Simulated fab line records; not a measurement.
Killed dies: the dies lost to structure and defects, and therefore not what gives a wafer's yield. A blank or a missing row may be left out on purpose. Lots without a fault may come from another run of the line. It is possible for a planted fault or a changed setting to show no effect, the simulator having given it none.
Comparing a struck lot with a sound one ; flow sky130 ; 28 out of 708 route steps
Sound: these wafers, L524.2, L524.4, L524.5. Struck: wafer L531.3. (L531.4, L531.6 of the same lot were not struck and are left out.) The cause comes at the end.
Per side, at each step with rows, come the tool, then ch with its chambers, and then its first start. Under that, the readings that differ: sound wafers ; struck wafers ; difference of the means ; sigmas: that difference in standard deviations of wafers without a fault.
alike: same words and numbers on both sides, and readings whose means sit less than 2 such deviations apart. not compared: any withheld reading, any reading some wafer has no value for, any bound like >300 that may hide the same value, and any number with overlapping values for which the record gives no deviation.
The two part at a step that has a row with sigmas, a row that says differs or no value, or rows on one side only. When numbers do not overlap yet have no deviation, they are printed without sigmas and do not part them. A reading missing from all wafers of one side parts the sides only when that side holds two or more wafers.

SKY_VIA2_SPUTTER_20: material TiN, target thk 20 nm, time 80 s.
  struck on pvd-sputter-01, day 39 23:36; sound on pvd-sputter-01, day 37 20:00
  alike: throttle-valve-pct
SKY_VIA2_CVD_21: deposits W, target thk 420 nm, time 126.4 s.
  sound on cvd-w-01 ch 0,1, day 37 20:04; struck on cvd-w-01 ch 0, day 39 23:43
  alike: heater-power-w
SKY_VIA2_RS_MEAS_22: measures by four-point-probe.
  struck on film-metro-01, day 39 23:50; sound on film-metro-04, day 37 20:13
  alike: VIA2_W_RS
SKY_VIA2_THK_MEAS_23: measures by xrf.
  struck on film-metro-01, day 39 23:56; sound on film-metro-04, day 37 20:20
  alike: VIA2_W_THK
SKY_VIA2_CMP_24: polishes, stops on SiO2, t overpolish 20 s, target thk 0 nm.
  sound on cmp-02 ch 2,3, day 37 20:26; struck on cmp-02 ch 0, day 40 00:02
reading;sound;struck;difference;sigmas
time-to-endpoint-s (s);101 105 101;93;-9;-2
  alike: motor-current-A, overpolish-run-s, slurry-filter-dp-kPa
then, 3 steps without rows for these wafers: SKY_METAL3_SPUTTER_00 (material Ti, target thk 15 nm, time 10 s); SKY_METAL3_SPUTTER_01 (material TiN, target thk 20 nm, time 16.7 s); SKY_METAL3_SPUTTER_02 (material AlCu, target thk 735 nm, time 39.1 s).
SKY_METAL3_SPUTTER_03: material Ti, target thk 5 nm, time 3.3 s.
  struck on pvd-sputter-01, day 40 00:22; sound on pvd-sputter-04, day 37 20:46
  alike: throttle-valve-pct
SKY_METAL3_SPUTTER_04: material TiN, target thk 70 nm, time 58.3 s.
  struck on pvd-sputter-01, day 40 00:23; sound on pvd-sputter-04, day 37 20:47
  alike: throttle-valve-pct
then, 1 step without rows for these wafers: SKY_CAPM_CVD_00 (deposits SiO2, target thk 15.5 nm).
SKY_CAPM_THK_MEAS_01:
  struck on film-metro-04, day 40 00:28; sound on film-metro-01, day 37 20:52
  alike: CAPM_CVD_00_THK
SKY_CAPM_SPUTTER_02: material TiN, target thk 200 nm, time 166.7 s.
  struck on pvd-sputter-02, day 40 00:31; sound on pvd-sputter-02, day 37 20:55
reading;sound;struck;difference;sigmas
model.TiN_of_CAPM_SPUTTER_02.thk-nm (nm);203.3 203.6 203.4;226.4;+23.0;
  alike: throttle-valve-pct
SKY_CAPM_RS_MEAS_03: measures by four-point-probe.
  struck on film-metro-01, day 40 00:40; sound on film-metro-03, day 37 21:02
reading;sound;struck;difference;sigmas
CAPM_TIN_RS (ohm/sq);6.80 6.78 6.80;6.10;-0.69;-7
SKY_CAPM_THK_MEAS_04: measures by xrf.
  struck on film-metro-01, day 40 00:46; sound on film-metro-03, day 37 21:09
reading;sound;struck;difference;sigmas
CAPM_TIN_THK (nm);202 201 202;228;+26;+8
then, 7 steps without rows for these wafers: SKY_CAPM_DEHYDRATE_05 (time 60 s); SKY_CAPM_HMDS_06 (prime time 60 s); SKY_CAPM_COAT_07 (resist thk 1140 nm); SKY_CAPM_SOFTBAKE_08 (time 60 s); SKY_CAPM_EXPOSE_09 (exposes mask CAPM, target cd 1000 nm); SKY_CAPM_PEB_10; SKY_CAPM_DEVELOP_11 (develop time 60 s).
SKY_CAPM_OVL_MEAS_12:
  struck on overlay-02, day 41 01:52; sound on overlay-01, day 38 22:42
  alike: CAPM_OVL
SKY_CAPM_METAL_ETCH_13: etches TiN in Cl2/BCl3, stops on SiO2, target depth 220 nm, time 62.9 s.
  sound on rie-metal-01 ch 1, day 38 22:46; struck on rie-metal-02 ch 0, day 41 01:55
reading;sound;struck;difference;sigmas
drypump-motor-current-A (A);5.3 5.3 5.3;6.1;+0.8;+3
oes-product-au (a.u.);0.948 0.952 0.943;0.997;+0.049;+5
  alike: bcl3-flow-sccm, throttle-valve-pct
  not compared: rf-hours-counter-h
then, 1 step without rows for these wafers: SKY_CAPM_STRIP_14 (strips in O2/N2).
SKY_CAPM_STRIP_15: strips in post etch residue remover, time 1200 s.
  sound on wet-bench-02 ch 2, day 38 22:59; struck on wet-bench-02 ch 0, day 41 02:05
reading;sound;struck;difference;sigmas
model.TiN_of_CAPM_SPUTTER_02.thk-nm (nm);202.9 203.1 202.9;226;+23;
then, 1 step without rows for these wafers: SKY_CAPM_CLEAN_16 (cleans in IPA, time 180 s).
-- the record jumps here: 8 days lie between the struck wafers' starts before and after (it left off in module CAPM and takes up again in module PAD_OPEN, whose first step shown is number 708 of the route) --
SKY_PAD_OPEN_PROBE_99:
  struck on prober-01, day 49 01:14; sound on prober-02, day 47 08:12
reading;sound;struck;difference;sigmas
defect-limited-yield (%);81.7 79.1 82.7;41.9;-39.3;-23
killed-at-other;0 0 0;189;+189;+99 or more
killed-dies;90 103 85;286;+193;+24
killed-on-rim;11 23 23;88;+69;+19
  alike: killed_at_M0_to_M3, killed_at_M4_up, killed-at-contacts, killed-at-front-end, killed-open, killed-short

WHERE THEY PART
At SKY_VIA2_CMP_24 first; at SKY_PAD_OPEN_PROBE_99 last (within this record only).

WHY: what had been put in by the simulator
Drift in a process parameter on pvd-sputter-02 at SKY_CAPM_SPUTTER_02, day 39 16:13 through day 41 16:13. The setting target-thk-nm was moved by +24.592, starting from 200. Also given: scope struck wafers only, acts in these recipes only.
